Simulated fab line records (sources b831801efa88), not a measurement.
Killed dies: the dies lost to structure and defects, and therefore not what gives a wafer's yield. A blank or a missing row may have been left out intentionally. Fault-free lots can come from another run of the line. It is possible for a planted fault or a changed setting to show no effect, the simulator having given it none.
A struck lot beside a sound one    flow sky130    18 steps out of a route of 708
Sound: these wafers, L302.2, L302.3, L302.5. Wafers L310.2, L310.5, L310.6 were the ones struck. The cause is given at the end.
Each step with rows lists, per side, the tool, then ch with its chambers, then its first start. Under that, the readings that differ: sound wafers    struck wafers    difference of the means    sigmas: that difference in standard deviations of wafers without a fault.
alike: a reading whose means differ by less than 2 such deviations, as well as words and numbers matching on both sides. not compared: withheld readings; readings where some wafer has no value; bounds like >300 that might hide an equal value; numbers whose values overlap and for which the record gives no deviation.
Wherever a step has rows on one side only, a row that says differs or no value, or a row with sigmas, the two part there. When numbers do not overlap yet have no deviation, they are printed without sigmas and do not part them. A reading that every wafer of one side lacks parts them only if that side has two wafers or more.

SKY_VIA4_ETCH_12: etches SiO2 in C4F8/O2/Ar, stops on TiN, target depth 580 nm.
  sound on rie diel-04 ch 1,2,3, day 43 21:59; struck on rie diel-04 ch 0,2,3, day 47 19:58
  alike: oes product au
then, 4 steps without rows for these wafers: SKY_VIA4_STRIP_13 (strips in O2/N2); SKY_VIA4_STRIP_14 (strips in post etch residue remover, time 1200 s); SKY_VIA4_CLEAN_15 (cleans in IPA, time 180 s); SKY_VIA4_CLEAN_16 (cleans in O3/DIW).
SKY_VIA4_SPUTTER_17: material TiN, target thk 20 nm, time 80 s.
  struck on pvd sputter-01, day 47 20:38; sound on pvd sputter-01, day 43 22:39
  alike: cathode dc power W, chamber pressure pa, throttle valve pct
SKY_VIA4_CVD_18: deposits W, target thk 505 nm, time 152.14 s.
  sound on cvd w-01 ch 1, day 43 22:43; struck on cvd w-02 ch 0,1, day 47 20:42
reading             sound        struck       difference  sigmas
heater power w (W)  748 745 790  887 857 892  +118        +2
SKY_VIA4_RS_MEAS_19: the measuring method here is four-point-probe.
  struck on film metro-02, day 47 20:52; sound on film metro-01, day 43 22:53
  alike: VIA4_W_RS
SKY_VIA4_THK_MEAS_20: measures by xrf.
  struck on film metro-02, day 47 20:59; sound on film metro-01, day 43 22:59
reading          sound        struck       difference  sigmas
VIA4_W_THK (nm)  521 519 518  503 506 507  -14         -2
SKY_VIA4_CMP_21: polishes, stops on SiO2, t overpolish 25 s, target thk 0 nm.
  sound on cmp-02 ch 0,1,2, day 43 23:08; struck on cmp-02 ch 0,2,3, day 47 21:11
  alike: motor current A, overpolish run s, platen rpm, slurry filter dp kPa, time to endpoint s
then, 2 steps without rows for these wafers: SKY_METAL5_SPUTTER_00 (material Ti, target thk 15 nm, time 10 s); SKY_METAL5_SPUTTER_01 (material TiN, target thk 20 nm, time 16.7 s).
SKY_METAL5_SPUTTER_02: material AlCu, target thk 1150 nm, time 61.2 s.
  struck on pvd sputter-01, day 47 21:23; sound on pvd sputter-02, day 43 23:23
  no value came back on the struck wafers for cathode dc power W (W), chamber pressure pa (Pa), throttle valve pct (%); on the sound wafers cathode dc power W (W) reads 10599 10599 10598
SKY_METAL5_SPUTTER_03: material Ti, target thk 5 nm, time 3.3 s.
  struck on pvd sputter-01, day 47 21:26; sound on pvd sputter-02, day 43 23:26
  alike: cathode dc power W, chamber pressure pa, throttle valve pct
then, 1 step without rows for these wafers: SKY_METAL5_SPUTTER_04 (material TiN, target thk 70 nm, time 58.3 s).
SKY_METAL5_RS_MEAS_05: the measuring method here is four-point-probe.
  struck on film metro-01, day 47 21:31; sound on film metro-01, day 43 23:31
reading                  sound                  struck               difference  sigmas
METAL5_ALCU_RS (ohm/sq)  0.02685 0.027 0.02685  8.7337 8.745 8.7512  +8.7164     +99 or more
SKY_METAL5_THK_MEAS_06: measures by xrf.
  struck on film metro-01, day 47 21:37; sound on film metro-01, day 43 23:38
reading               sound           struck    difference  sigmas
METAL5_ALCU_THK (nm)  1182 1176 1180  <1 <1 <1  differs     
then, 1 step without rows for these wafers: SKY_METAL5_DEHYDRATE_07 (time 60 s).

## WHERE THEY PART
At SKY_VIA4_CVD_18 first; at SKY_METAL5_THK_MEAS_06 last (within this record only).

WHY: the cause the simulator had injected
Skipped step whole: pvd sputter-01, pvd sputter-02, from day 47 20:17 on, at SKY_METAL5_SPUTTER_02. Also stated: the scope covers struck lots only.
